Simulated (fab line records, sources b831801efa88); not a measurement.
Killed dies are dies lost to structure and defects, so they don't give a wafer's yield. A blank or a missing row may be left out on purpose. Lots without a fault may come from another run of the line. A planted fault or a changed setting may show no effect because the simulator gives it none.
Which tool did it? | flow gf180mcu | 11 lots, 33 wafers sampled, at 6 steps of a route of 602

WHAT THE GAUGES READ, wafer by wafer
GF_VT_IMPLANT_OVL_MEAS_40.
lot  | measured     | on         | VT_IMPLANT_03_OVL (nm)
L790 | day 7 19:28  | overlay-02 | 2.0 2.1 1.9
L795 | day 9 05:12  | overlay-01 | -0.2 -0.1 0.2
L796 | day 9 12:32  | overlay-01 | 0.0 -0.4 0.1
L797 | day 9 17:15  | overlay-02 | -1.3 -1.2 -2.5
L803 | day 11 14:06 | overlay-01 | 1.7 -0.3 0.5
L804 | day 11 21:40 | overlay-01 | 0.7 -0.6 -1.0
L805 | day 12 04:09 | overlay-02 | -1.5 -0.9 0.7
L807 | day 12 19:55 | overlay-02 | -0.1 2.4 0.0
L810 | day 13 13:41 | overlay-02 | 0.8 0.2 2.0
L811 | day 13 21:26 | overlay-02 | -0.1 1.0 0.8
L812 | day 14 04:17 | overlay-01 | 3.6 3.2 2.9

GF_PSD_RS_MEAS_15: measures by four-point-probe.
lot  | measured     | on            | PSD_RS (ohm/sq)
L790 | day 14 15:19 | film_metro-04 | 108.54 108.54 108.68
L795 | day 16 08:58 | film_metro-03 | 107.38 107.26 107.14
L796 | day 16 19:43 | film_metro-03 | 107.27 107.01 107.12
L797 | day 17 03:07 | film_metro-03 | 108.51 108.29 108.60
L803 | day 19 11:50 | film_metro-01 | 108.67 108.64 108.88
L804 | day 19 17:26 | film_metro-01 | 108.90 108.95 108.90
L805 | day 20 04:09 | film_metro-04 | 107.95 108.50 108.32
L807 | day 21 00:13 | film_metro-03 | 108.62 108.23 108.37
L810 | day 21 17:54 | film_metro-04 | 108.25 108.11 107.86
L811 | day 22 04:16 | film_metro-04 | 108.47 108.03 108.33
L812 | day 22 14:25 | film_metro-01 | 108.61 108.83 108.75

WHICH TOOL RAN EACH LOT (tool, then ch and the chambers of the sampled wafers, then the start)
lot  | GF_POLY_GATE_ETCH_12               | GF_HV_LDD_STRIP_10                   | GF_PSD_IMPLANT_09               | GF_PSD_STRIP_10
L790 | rie_diel-02 ch 0,1,2, day 9 10:54  | plasma_asher-04 ch 0,1, day 10 07:03 | implanter-04 ch 0, day 14 14:45 | plasma_asher-02 ch 0,1, day 14 14:53
L795 | rie_diel-01 ch 0,1, day 10 23:06   | plasma_asher-01 ch 0,1, day 11 20:03 | implanter-02 ch 0, day 16 08:24 | plasma_asher-01 ch 0,1, day 16 08:33
L796 | rie_diel-01 ch 1,3, day 11 07:21   | plasma_asher-01 ch 0,1, day 12 04:42 | implanter-02 ch 0, day 16 19:09 | plasma_asher-03 ch 0,1, day 16 19:18
L797 | rie_diel-02 ch 0,3, day 11 13:11   | plasma_asher-03 ch 0,1, day 12 10:48 | implanter-03 ch 0, day 17 02:33 | plasma_asher-01 ch 0,1, day 17 02:42
L803 | rie_diel-04 ch 0,1, day 13 12:56   | plasma_asher-03 ch 0,1, day 14 12:09 | implanter-02 ch 0, day 19 11:17 | plasma_asher-02 ch 0,1, day 19 11:25
L804 | rie_diel-04 ch 0,1,3, day 13 19:35 | plasma_asher-04 ch 0,1, day 14 18:44 | implanter-02 ch 0, day 19 16:53 | plasma_asher-01 ch 0,1, day 19 16:59
L805 | rie_diel-01 ch 1,2,3, day 14 03:27 | plasma_asher-03 ch 0,1, day 15 01:57 | implanter-03 ch 0, day 20 03:35 | plasma_asher-01 ch 0,1, day 20 03:43
L807 | rie_diel-01 ch 1,3, day 14 19:36   | plasma_asher-01 ch 0,1, day 15 19:44 | implanter-04 ch 0, day 20 23:36 | plasma_asher-01 ch 0,1, day 20 23:44
L810 | rie_diel-01 ch 0,1,3, day 15 12:56 | plasma_asher-01 ch 0,1, day 16 13:24 | implanter-02 ch 0, day 21 17:20 | plasma_asher-02 ch 0,1, day 21 17:29
L811 | rie_diel-04 ch 0,2,3, day 15 22:26 | plasma_asher-01 ch 0,1, day 16 23:00 | implanter-04 ch 0, day 22 03:42 | plasma_asher-03 ch 0,1, day 22 03:51
L812 | rie_diel-02 ch 1,3, day 16 07:35   | plasma_asher-01 ch 0, day 17 08:09   | implanter-03 ch 0, day 22 13:51 | plasma_asher-03 ch 0,1, day 22 14:00
- GF_POLY_GATE_ETCH_12: etches BARC in N2/H2.
- GF_HV_LDD_STRIP_10: strips in O2/N2.
- GF_PSD_IMPLANT_09
- GF_PSD_STRIP_10: strips in O2/N2.

WHAT THE TOOLS THEMSELVES READ (means of the sampled wafers that have a number; where no wafer has one, the mark that the record gives instead)
GF_POLY_GATE_ETCH_12.
lot  | tool        | drypump_motor_current_A (A) | oes_product_au (a.u.) | throttle_valve_pct (%)
L790 | rie_diel-02 | 5.4                         | 0.735                 | 13.218
L795 | rie_diel-01 | 5.8                         | 0.735                 | 13.214
L796 | rie_diel-01 | 5.9                         | 0.731                 | 13.210
L797 | rie_diel-02 | 5.5                         | 0.738                 | 13.214
L803 | rie_diel-04 | 6.1                         | 0.732                 | 13.214
L804 | rie_diel-04 | 5.8                         | 0.734                 | 13.208
L805 | rie_diel-01 | 6.0                         | 0.734                 | 13.219
L807 | rie_diel-01 | 5.9                         | 0.735                 | 13.219
L810 | rie_diel-01 | 5.9                         | 0.732                 | 13.218
L811 | rie_diel-04 | 5.5                         | 0.733                 | 13.221
L812 | rie_diel-02 | 5.9                         | 0.740                 | 13.212

GF_HV_LDD_STRIP_10.
lot  | tool            | drypump_motor_current_A (A) | heater_power_w (W) | oes_product_au (a.u.) | strip_time_to_endpoint_s (s)
L790 | plasma_asher-04 | 6.1                         | 310                | 0.712                 | 12.66
L795 | plasma_asher-01 | 6.4                         | 392                | 0.719                 | 12.61
L796 | plasma_asher-01 | 6.2                         | 363                | 0.717                 | 12.63
L797 | plasma_asher-03 | 5.6                         | 396                | 0.713                 | 12.67
L803 | plasma_asher-03 | 5.2                         | 372                | 0.716                 | 12.68
L804 | plasma_asher-04 | 6.0                         | 319                | 0.719                 | 12.62
L805 | plasma_asher-03 | 5.6                         | 394                | 0.714                 | 12.59
L807 | plasma_asher-01 | 6.4                         | 386                | 0.717                 | 12.58
L810 | plasma_asher-01 | 6.2                         | 362                | 0.719                 | 12.66
L811 | plasma_asher-01 | 6.2                         | 356                | 0.715                 | 12.64
L812 | plasma_asher-01 | 6.1                         | 339                | 0.714                 | 12.67

GF_PSD_IMPLANT_09.
lot  | tool         | beam_energy_keV
L790 | implanter-04 | 40.002
L795 | implanter-02 | 40.891
L796 | implanter-02 | 40.915
L797 | implanter-03 | 39.996
L803 | implanter-02 | 40.001
L804 | implanter-02 | 39.995
L805 | implanter-03 | 39.998
L807 | implanter-04 | 40.021
L810 | implanter-02 | 40.018
L811 | implanter-04 | 39.980
L812 | implanter-03 | 40.011

GF_PSD_STRIP_10.
lot  | tool            | drypump_motor_current_A (A) | heater_power_w (W) | oes_product_au (a.u.) | strip_time_to_endpoint_s (s)
L790 | plasma_asher-02 | 5.7                         | 343                | 0.593                 | 16.51
L795 | plasma_asher-01 | 6.4                         | 385                | 0.588                 | 16.66
L796 | plasma_asher-03 | 5.6                         | 390                | 0.588                 | 16.63
L797 | plasma_asher-01 | 6.4                         | 383                | 0.589                 | 16.51
L803 | plasma_asher-02 | 5.7                         | 337                | 0.587                 | 16.52
L804 | plasma_asher-01 | 6.4                         | 380                | 0.593                 | 16.50
L805 | plasma_asher-01 | 6.2                         | 360                | 0.594                 | 16.44
L807 | plasma_asher-01 | 6.4                         | 384                | 0.588                 | 16.48
L810 | plasma_asher-02 | 5.7                         | 336                | 0.597                 | 16.52
L811 | plasma_asher-03 | 5.6                         | 393                | 0.592                 | 16.51
L812 | plasma_asher-03 | 5.2                         | 380                | 0.595                 | 16.54

THE ANSWER, worked out from the rows above alone
Rule: what is usual is taken from the lots themselves. Put in order of their means at a reading, lots are off if they are a third of the lots or fewer, leave a main group of 4 or more, and stand apart from it by a gap of 3 or more times the standard deviation of the main group's means; of several such gaps the widest counts. A main group whose means are all the same, to the digits that the tables above print for the reading, isn't used. A lot without any number at a reading at which 4 lots or more have one is off too. The other lots that the step has rows for count as sound. The gauges are gone through in route order, then the tools' own readings, and for those a lot's mean is taken as printed above. The first step at which some lot is off is used, and at that step the reading that is off furthest; a lot without a number counts as furthest.
Off: L795, L796, at GF_PSD_RS_MEAS_15 (PSD_RS). The main group: mean 108.49 ohm/sq, standard deviation 0.26.
A tool fits if, at a process step before that reading, it ran every lot that is off, and no sound lot after the first of them. The gauges at GF_PSD_RS_MEAS_15 aren't tried: what is off there is off at GF_PSD_IMPLANT_09 too, on other tools, and a gauge's error can't cause that. None of those tried fits.

WHAT THE SIMULATOR HAD PUT IN
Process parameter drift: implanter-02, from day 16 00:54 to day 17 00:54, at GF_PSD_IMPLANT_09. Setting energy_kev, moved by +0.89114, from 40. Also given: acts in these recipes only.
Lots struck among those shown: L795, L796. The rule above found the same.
